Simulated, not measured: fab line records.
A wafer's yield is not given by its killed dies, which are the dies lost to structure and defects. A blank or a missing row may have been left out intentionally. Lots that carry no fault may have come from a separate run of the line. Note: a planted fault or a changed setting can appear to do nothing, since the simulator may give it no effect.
Which tool is to blame? / flow gf180mcu / 6 lots, 18 wafers sampled, at 2 steps of a route of 602

WHAT EACH GAUGE READ, for each wafer
GF_POLY_GATE_THK_MEAS_01.
lot=L725; measured=day 8 23:51; on=film-metro-01; POLY_GATE_CVD_00_THK (nm)=199.5 199.6 198.9
lot=L731; measured=day 10 22:31; on=film-metro-01; POLY_GATE_CVD_00_THK (nm)=203.5 203.8 205.3
lot=L735; measured=day 12 00:59; on=film-metro-01; POLY_GATE_CVD_00_THK (nm)=207.1 209.4 225.3
lot=L738; measured=day 12 22:31; on=film-metro-04; POLY_GATE_CVD_00_THK (nm)=199.9 200.4 200.0
lot=L740; measured=day 13 04:11; on=film-metro-03; POLY_GATE_CVD_00_THK (nm)=202.2 203.8 202.6
lot=L742; measured=day 13 15:31; on=film-metro-04; POLY_GATE_CVD_00_THK (nm)=200.1 202.9 201.0

WHAT TOOL EACH LOT RAN ON (gives the tool, then ch and the chambers of the sampled wafers, and finally the start)
lot=L725; GF_POLY_GATE_CVD_00=lpcvd-01 ch 1, day 8 22:29
lot=L731; GF_POLY_GATE_CVD_00=lpcvd-02 ch 1, day 10 21:10
lot=L735; GF_POLY_GATE_CVD_00=lpcvd-01 ch 0, day 11 22:59
lot=L738; GF_POLY_GATE_CVD_00=lpcvd-02 ch 1, day 12 21:10
lot=L740; GF_POLY_GATE_CVD_00=lpcvd-02 ch 0, day 13 02:51
lot=L742; GF_POLY_GATE_CVD_00=lpcvd-02 ch 0, day 13 14:10
- GF_POLY_GATE_CVD_00: deposits poly-Si, target thk 200 nm, time 1200 s.

THE ANSWER, worked out from the rows above alone
Rule: the usual values come from the lots themselves. Put in order of their means at a reading, lots are off if they are a third of the lots or fewer, leave a main group of 4 or more, and stand apart from it by a gap of 3 or more times the standard deviation of the main group's means; of several such gaps the widest counts. Not used: any main group whose means are identical at the precision the tables above print for the reading. Also off: a lot with no number at a reading for which 4 or more lots have one. Any other lot the step has rows for is counted as sound.
Off: L735, at GF_POLY_GATE_THK_MEAS_01 (POLY_GATE_CVD_00_THK). For the main group the mean is 201.6 nm and the standard deviation 1.8.
If a tool, at a process step before that reading, ran all the lots that are off and no sound lot after the first of them, it fits. Those tools and the gauges at GF_POLY_GATE_THK_MEAS_01 are tried in the same way. Undecided on this evidence; 2 tools fit (lpcvd-01 at GF_POLY_GATE_CVD_00, film-metro-01 at GF_POLY_GATE_THK_MEAS_01).

WHAT THE SIMULATOR PUT IN
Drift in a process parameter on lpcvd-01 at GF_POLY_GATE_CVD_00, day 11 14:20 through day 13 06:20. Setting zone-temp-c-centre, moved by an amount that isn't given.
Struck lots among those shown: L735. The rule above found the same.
